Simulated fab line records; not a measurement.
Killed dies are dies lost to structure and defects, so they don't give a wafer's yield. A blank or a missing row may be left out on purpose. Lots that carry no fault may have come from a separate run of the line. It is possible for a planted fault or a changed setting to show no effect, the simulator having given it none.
Which tool is to blame?	flow sky130	13 lots, 39 wafers sampled, at 4 steps of a route of 708

== WHAT EACH GAUGE READ, for each wafer ==
SKY_NWELL_TW_MEAS_15.
lot	measured	on	NWELL_TW
L602	day 4 16:04	film-metro-02	1816 1823 1815
L604	day 5 01:36	film-metro-03	1816 1807 1820
L605	day 5 04:47	film-metro-02	1823 1825 1823
L614	day 7 10:34	film-metro-01	1833 1837 1844
L615	day 7 14:12	film-metro-02	1814 1809 1813
L617	day 8 18:03	film-metro-03	1818 1814 1819
L620	day 9 05:50	film-metro-03	1799 1797 1807
L618	day 9 06:48	film-metro-01	1813 1814 1819
L619	day 9 06:58	film-metro-02	1825 1825 1823
L621	day 9 18:43	film-metro-03	1812 1800 1795
L622	day 10 01:06	film-metro-02	1819 1821 1811
L623	day 10 04:07	film-metro-03	1813 1809 1815
L625	day 10 08:45	film-metro-03	1807 1803 1796

SKY_POLY_GATE_CD_MEAS_13: the cd target is 150 nm.
lot	measured	on	cd-nm (nm)
L602	day 16 08:02	cd-sem-01	152.1 151.3 151.1
L604	day 16 22:43	cd-sem-02	149.1 150.2 149.1
L605	day 17 01:40	cd-sem-01	148.5 148.9 149.9
L614	day 20 21:43	cd-sem-01	151.8 151.4 150.8
L615	day 21 01:29	cd-sem-01	153.2 151.1 151.1
L617	day 23 02:11	cd-sem-01	151.4 151.8 149.9
L620	day 23 14:12	cd-sem-02	149.4 151.7 150.7
L618	day 23 14:31	cd-sem-02	149.5 148.9 148.7
L619	day 23 14:31	cd-sem-01	150.6 149.7 150.9
L621	day 24 06:11	cd-sem-01	152.5 150.6 150.3
L622	day 24 17:25	cd-sem-01	149.9 150.2 150.4
L623	day 24 21:00	cd-sem-01	148.1 148.1 149.7
L625	day 25 07:34	cd-sem-01	148.1 148.4 148.3

== TOOL THAT RAN EACH LOT (tool first, then ch and the chambers of the sampled wafers, then the start) ==
lot	SKY_NWELL_RTA_28	SKY_RES_PROTECT_EXPOSE_04
L602	rtp-anneal-01 ch 0, day 5 09:28	iline-stepper-02 ch 0, day 14 11:53
L604	rtp-anneal-01 ch 0, day 5 19:22	iline-stepper-02 ch 0, day 15 02:12
L605	rtp-anneal-02 ch 0, day 5 23:04	iline-stepper-02 ch 0, day 15 07:09
L614	rtp-anneal-02 ch 0, day 8 06:27	iline-stepper-02 ch 0, day 18 21:54
L615	rtp-anneal-02 ch 0, day 8 10:31	iline-stepper-02 ch 0, day 19 02:35
L617	rtp-anneal-02 ch 0, day 9 15:29	iline-stepper-02 ch 0, day 21 02:43
L620	rtp-anneal-01 ch 0, day 10 04:23	iline-stepper-02 ch 0, day 21 14:10
L618	rtp-anneal-02 ch 0, day 10 04:57	iline-stepper-01 ch 0, day 21 14:23
L619	rtp-anneal-01 ch 0, day 10 05:22	iline-stepper-02 ch 0, day 21 14:38
L621	rtp-anneal-01 ch 0, day 10 18:14	iline-stepper-02 ch 0, day 22 07:41
L622	rtp-anneal-02 ch 0, day 11 00:10	iline-stepper-01 ch 0, day 22 17:51
L623	rtp-anneal-01 ch 0, day 11 03:36	iline-stepper-02 ch 0, day 22 19:08
L625	rtp-anneal-01 ch 0, day 11 07:57	iline-stepper-01 ch 0, day 23 07:37
- SKY_NWELL_RTA_28: time 30 s.
- SKY_RES_PROTECT_EXPOSE_04: exposes mask RPM, target cd 1270 nm.

== WHAT THE TOOLS THEMSELVES READ (means of the sampled wafers that have a number; where no wafer has one, the mark that the record gives instead) ==
SKY_NWELL_RTA_28.
lot	tool	anneal-temp-c-max	lamp-power-pct (%)	ramp-up-c-per-s	wafer_temp_C_max
L602	rtp-anneal-01	1053.1	25.32	150.00	1054.9
L604	rtp-anneal-01	1052.9	25.22	149.98	1055.1
L605	rtp-anneal-02	1058.3	25.34	150.00	1054.5
L614	rtp-anneal-02	1057.2	25.26	150.01	1054.7
L615	rtp-anneal-02	1057.1	25.27	150.00	1054.7
L617	rtp-anneal-02	1056.8	25.31	150.01	1054.5
L620	rtp-anneal-01	1052.5	25.35	150.01	1055.1
L618	rtp-anneal-02	1056.6	25.28	150.00	1055.3
L619	rtp-anneal-01	1053.4	25.28	149.99	1055.0
L621	rtp-anneal-01	1052.5	25.31	149.99	1054.1
L622	rtp-anneal-02	1058.8	25.30	150.03	1055.1
L623	rtp-anneal-01	1053.2	25.29	150.00	1054.4
L625	rtp-anneal-01	1052.8	25.35	150.02	1055.1

SKY_RES_PROTECT_EXPOSE_04.
lot	tool	reticle-temp-C (C)
L602	iline-stepper-02	22.98
L604	iline-stepper-02	22.98
L605	iline-stepper-02	23.04
L614	iline-stepper-02	23.07
L615	iline-stepper-02	22.98
L617	iline-stepper-02	22.80
L620	iline-stepper-02	22.96
L618	iline-stepper-01	22.99
L619	iline-stepper-02	22.87
L621	iline-stepper-02	22.93
L622	iline-stepper-01	23.19
L623	iline-stepper-02	23.17
L625	iline-stepper-01	22.92

== THE ANSWER, worked out from the rows above alone ==
Rule: usual is defined by the lots themselves. Put in order of their means at a reading, lots are off if they are a third of the lots or fewer, leave a main group of 4 or more, and stand apart from it by a gap of 3 or more times the standard deviation of the main group's means; of several such gaps the widest counts. The tables above print the reading to a certain number of digits; a main group whose means all agree to those digits is not used. A lot without any number at a reading at which 4 lots or more have one is off too. Where the step has rows for the other lots, those lots are counted as sound. The gauges are gone through in route order, then the tools' own readings, and for those a lot's mean is taken as printed above. At the first step where some lot is off, the reading lying furthest off is the one used; lots without a number count as furthest.
None of the lots is off at any reading shown; this tells nothing.

== WHAT WAS PUT IN BY THE SIMULATOR ==
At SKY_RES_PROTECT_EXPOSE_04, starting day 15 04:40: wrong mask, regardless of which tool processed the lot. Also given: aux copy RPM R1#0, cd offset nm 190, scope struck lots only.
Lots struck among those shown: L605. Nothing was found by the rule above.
